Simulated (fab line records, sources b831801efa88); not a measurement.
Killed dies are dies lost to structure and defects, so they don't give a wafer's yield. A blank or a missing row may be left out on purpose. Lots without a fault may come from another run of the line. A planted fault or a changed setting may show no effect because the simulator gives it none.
Which tool did it? | flow gf180mcu | 11 lots, 33 wafers sampled, at 6 steps of a route of 602

WHAT THE GAUGES READ, wafer by wafer
GF_NWELL_TW_MEAS_11. Usual: NWELL_TW 1573, standard deviation 15.
lot  | measured    | on            | NWELL_TW       | flag
L835 | day 3 13:17 | film_metro-01 | 1555 1564 1558 |
L837 | day 3 23:22 | film_metro-01 | 1563 1555 1572 |
L838 | day 4 04:56 | film_metro-04 | 1584 1589 1593 |
L840 | day 4 16:23 | film_metro-01 | 1573 1573 1568 |
L842 | day 5 05:18 | film_metro-02 | 1569 1561 1567 |
L844 | day 5 15:29 | film_metro-01 | 1571 1567 1566 |
L845 | day 5 19:26 | film_metro-02 | 1566 1570 1572 |
L846 | day 6 01:41 | film_metro-04 | 1586 1580 1586 |
L854 | day 7 20:11 | film_metro-02 | 1674 1665 1672 | OFF
L855 | day 8 01:26 | film_metro-01 | 1695 1704 1689 | OFF
L857 | day 8 15:35 | film_metro-04 | 1599 1593 1587 |

GF_LVPWELL_OVL_MEAS_07. Usual: LVPWELL_OVL 0.6 nm, standard deviation 1.8.
lot  | measured    | on         | LVPWELL_OVL (nm) | flag
L835 | day 4 02:00 | overlay-02 | -1.3 0.6 3.4     |
L837 | day 4 12:28 | overlay-02 | -0.6 1.3 1.2     |
L838 | day 4 18:33 | overlay-02 | -2.7 0.0 0.6     |
L840 | day 5 06:05 | overlay-01 | -0.4 0.1 0.7     |
L842 | day 5 19:50 | overlay-02 | 2.9 3.6 1.8      |
L844 | day 6 06:21 | overlay-02 | -1.1 -0.8 -2.8   |
L845 | day 6 10:19 | overlay-01 | 4.2 2.7 2.2      |
L846 | day 6 16:00 | overlay-01 | 0.4 0.5 -1.6     |
L854 | day 8 11:44 | overlay-01 | 2.7 2.4 0.2      |
L855 | day 8 17:06 | overlay-01 | -4.0 -2.9 -3.7   |
L857 | day 9 07:53 | overlay-02 | 0.1 -0.4 -0.4    |

GF_VT_IMPLANT_RS_MEAS_47: measures by four-point-probe. Usual: NWELL_RS 488.4 ohm/sq, standard deviation 1.
lot  | measured     | on            | NWELL_RS (ohm/sq) | flag
L835 | day 7 19:55  | film_metro-01 | 489.1 487.9 489.0 |
L837 | day 8 09:16  | film_metro-04 | 487.9 488.8 488.8 |
L838 | day 8 14:55  | film_metro-01 | 488.3 488.6 488.7 |
L840 | day 9 05:05  | film_metro-02 | 486.9 487.2 488.3 |
L842 | day 9 21:14  | film_metro-02 | 487.0 488.3 488.8 |
L844 | day 10 09:38 | film_metro-04 | 487.4 487.2 488.8 |
L845 | day 10 14:34 | film_metro-01 | 488.3 489.1 489.6 |
L846 | day 10 22:34 | film_metro-02 | 487.8 487.8 487.5 |
L854 | day 13 02:20 | film_metro-04 | 425.0 424.4 424.1 | OFF
L855 | day 13 08:31 | film_metro-01 | 423.8 424.1 424.3 | OFF
L857 | day 14 04:15 | film_metro-02 | 487.2 487.8 488.8 |

WHICH TOOL RAN EACH LOT (tool, then ch and the chambers of the sampled wafers, then the start)
lot  | GF_STI_ETCH_13                    | GF_NWELL_IMPLANT_08            | GF_NWELL_STRIP_10
L835 | rie_diel-04 ch 1,2,3, day 2 07:23 | implanter-03 ch 0, day 3 12:53 | plasma_asher-01 ch 0,1, day 3 13:11
L837 | rie_diel-04 ch 0,3, day 2 16:13   | implanter-01 ch 0, day 3 23:00 | plasma_asher-01 ch 0,1, day 3 23:16
L838 | rie_diel-03 ch 0,2,3, day 2 21:50 | implanter-03 ch 0, day 4 04:32 | plasma_asher-04 ch 0,1, day 4 04:50
L840 | rie_diel-04 ch 0,1, day 3 08:56   | implanter-03 ch 0, day 4 16:00 | plasma_asher-01 ch 0,1, day 4 16:17
L842 | rie_diel-02 ch 1,2,3, day 3 18:37 | implanter-03 ch 0, day 5 04:55 | plasma_asher-04 ch 0,1, day 5 05:11
L844 | rie_diel-04 ch 0,3, day 4 05:22   | implanter-01 ch 0, day 5 15:06 | plasma_asher-03 ch 1, day 5 15:23
L845 | rie_diel-02 ch 2,3, day 4 10:10   | implanter-01 ch 0, day 5 19:02 | plasma_asher-01 ch 0, day 5 19:20
L846 | rie_diel-02 ch 0,1,2, day 4 16:16 | implanter-03 ch 0, day 6 01:17 | plasma_asher-03 ch 0,1, day 6 01:35
L854 | rie_diel-04 ch 0,1,3, day 6 08:26 | implanter-03 ch 0, day 7 19:49 | plasma_asher-01 ch 0,1, day 7 20:05
L855 | rie_diel-04 ch 2,3, day 6 13:32   | implanter-03 ch 0, day 8 01:04 | plasma_asher-03 ch 0,1, day 8 01:20
L857 | rie_diel-04 ch 0,2,3, day 7 01:13 | implanter-01 ch 0, day 8 15:11 | plasma_asher-04 ch 0,1, day 8 15:29
- GF_STI_ETCH_13: etches the open film in CHF3/O2, stops on Si, target depth 282.31 nm, time 112.9 s.
- GF_NWELL_IMPLANT_08
- GF_NWELL_STRIP_10: strips in O2/N2.

WHAT THE TOOLS THEMSELVES READ (means of the sampled wafers that have a number; where no wafer has one, the mark that the record gives instead)
GF_STI_ETCH_13. Usual: bias_w 200.0 W, standard deviation 0.64; drypump_motor_current_A 5.8 A, standard deviation 0.53; oes_product_au 0.837 a.u., standard deviation 0.0069; throttle_valve_pct 8.811 %, standard deviation 0.0086.
lot  | tool        | bias_w (W) | drypump_motor_current_A (A) | oes_product_au (a.u.) | throttle_valve_pct (%) | flag
L835 | rie_diel-04 | 199.9      | 5.9                         | 0.830                 | 8.803                  |
L837 | rie_diel-04 | 199.5      | 6.2                         | 0.838                 | 8.807                  |
L838 | rie_diel-03 | 200.2      | 5.3                         | 0.831                 | 8.806                  |
L840 | rie_diel-04 | 200.3      | 6.6                         | 0.838                 | 8.814                  |
L842 | rie_diel-02 | 199.5      | 5.7                         | 0.836                 | 8.812                  |
L844 | rie_diel-04 | 200.4      | 6.2                         | 0.841                 | 8.811                  |
L845 | rie_diel-02 | 199.5      | 5.9                         | 0.840                 | 8.807                  |
L846 | rie_diel-02 | 200.3      | 5.9                         | 0.834                 | 8.807                  |
L854 | rie_diel-04 | 200.3      | 6.2                         | 0.830                 | 8.820                  |
L855 | rie_diel-04 | 200.1      | 5.5                         | 0.840                 | 8.815                  |
L857 | rie_diel-04 | 199.6      | 5.9                         | 0.844                 | 8.808                  |

GF_NWELL_IMPLANT_08. Usual: dose_ions_cm2 1.5001e+13, standard deviation 1.6e+10; faraday_current_uA 84.2, standard deviation 1.8.
lot  | tool         | dose_ions_cm2 | faraday_current_uA | flag
L835 | implanter-03 | 1.5017e+13    | 84.5               |
L837 | implanter-01 | 1.5002e+13    | 83.1               |
L838 | implanter-03 | 1.4985e+13    | 85.2               |
L840 | implanter-03 | 1.5000e+13    | 82.3               |
L842 | implanter-03 | 1.4992e+13    | 85.4               |
L844 | implanter-01 | 1.5004e+13    | 84.8               |
L845 | implanter-01 | 1.5016e+13    | 82.9               |
L846 | implanter-03 | 1.5023e+13    | 85.7               |
L854 | implanter-03 | 1.9527e+13    | 109.8              | OFF
L855 | implanter-03 | 1.9515e+13    | 110.2              | OFF
L857 | implanter-01 | 1.5000e+13    | 85.6               |

GF_NWELL_STRIP_10. Usual: drypump_motor_current_A 5.5 A, standard deviation 0.38; heater_power_w 335 W, standard deviation 27; oes_product_au 0.722 a.u., standard deviation 0.0048; platen_temp_c 250.01 C, standard deviation 0.17; strip_time_to_endpoint_s 36.96 s, standard deviation 0.11.
lot  | tool            | drypump_motor_current_A (A) | heater_power_w (W) | oes_product_au (a.u.) | platen_temp_c (C) | strip_time_to_endpoint_s (s) | flag
L835 | plasma_asher-01 | 5.4                         | 350                | 0.726                 | 250.01            | 36.93                        |
L837 | plasma_asher-01 | 5.1                         | 339                | 0.722                 | 249.93            | 37.01                        |
L838 | plasma_asher-04 | 5.6                         | 353                | 0.721                 | 250.05            | 37.01                        |
L840 | plasma_asher-01 | 5.4                         | 347                | 0.730                 | 249.95            | 36.72                        |
L842 | plasma_asher-04 | 5.5                         | 329                | 0.724                 | 249.92            | 37.25                        |
L844 | plasma_asher-03 | 6.1                         | 339                | 0.726                 | 249.96            | 36.96                        |
L845 | plasma_asher-01 | 5.6                         | 356                | 0.725                 | 250.05            | 37.03                        |
L846 | plasma_asher-03 | 5.8                         | 326                | 0.721                 | 249.97            | 37.01                        |
L854 | plasma_asher-01 | 5.1                         | 335                | 0.724                 | 250.03            | 37.01                        |
L855 | plasma_asher-03 | 5.6                         | 306                | 0.718                 | 249.98            | 37.03                        |
L857 | plasma_asher-04 | 5.6                         | 356                | 0.724                 | 250.08            | 36.92                        |

THE ANSWER, worked out from the rows above alone
Rule: a lot is off if the mean of its wafers that have a number lies more than 3 standard deviations from the usual mean. A lot without any number at a reading at which 4 lots or more have one is off too. The other lots that the step has rows for count as sound. The gauges are gone through in route order, then the tools' own readings, and for those a lot's mean is taken as printed above. The first step at which some lot is off is used, and at that step the reading that is off furthest; a lot without a number counts as furthest.
Off: L854, L855, at GF_NWELL_TW_MEAS_11 (NWELL_TW).
A tool fits if, at a process step before that reading, it ran every lot that is off, and no sound lot after the first of them. The gauges at GF_NWELL_TW_MEAS_11 aren't tried: what is off there is off at GF_NWELL_IMPLANT_08 too, on other tools, and a gauge's error can't cause that. One fits: implanter-03 at GF_NWELL_IMPLANT_08. Its last sound lot is L846 (day 6 01:17), its first lot that is off L854 (day 7 19:49): a fault that began between those two fits.
The tool's own readings at GF_NWELL_IMPLANT_08 bear it out: on the lots that are off they differ by more than 5 times the standard deviation of the sound lots' means. dose_ions_cm2 reads 1.9521e+13 there against 1.5004e+13 on the sound lots; faraday_current_uA reads 110.0 there against 84.4 on the sound lots.

WHAT THE SIMULATOR HAD PUT IN
Process parameter drift: implanter-03, from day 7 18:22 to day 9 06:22, at GF_NWELL_IMPLANT_08. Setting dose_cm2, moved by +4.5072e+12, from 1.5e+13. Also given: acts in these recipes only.
Lots struck among those shown: L854, L855. The rule above found the same.
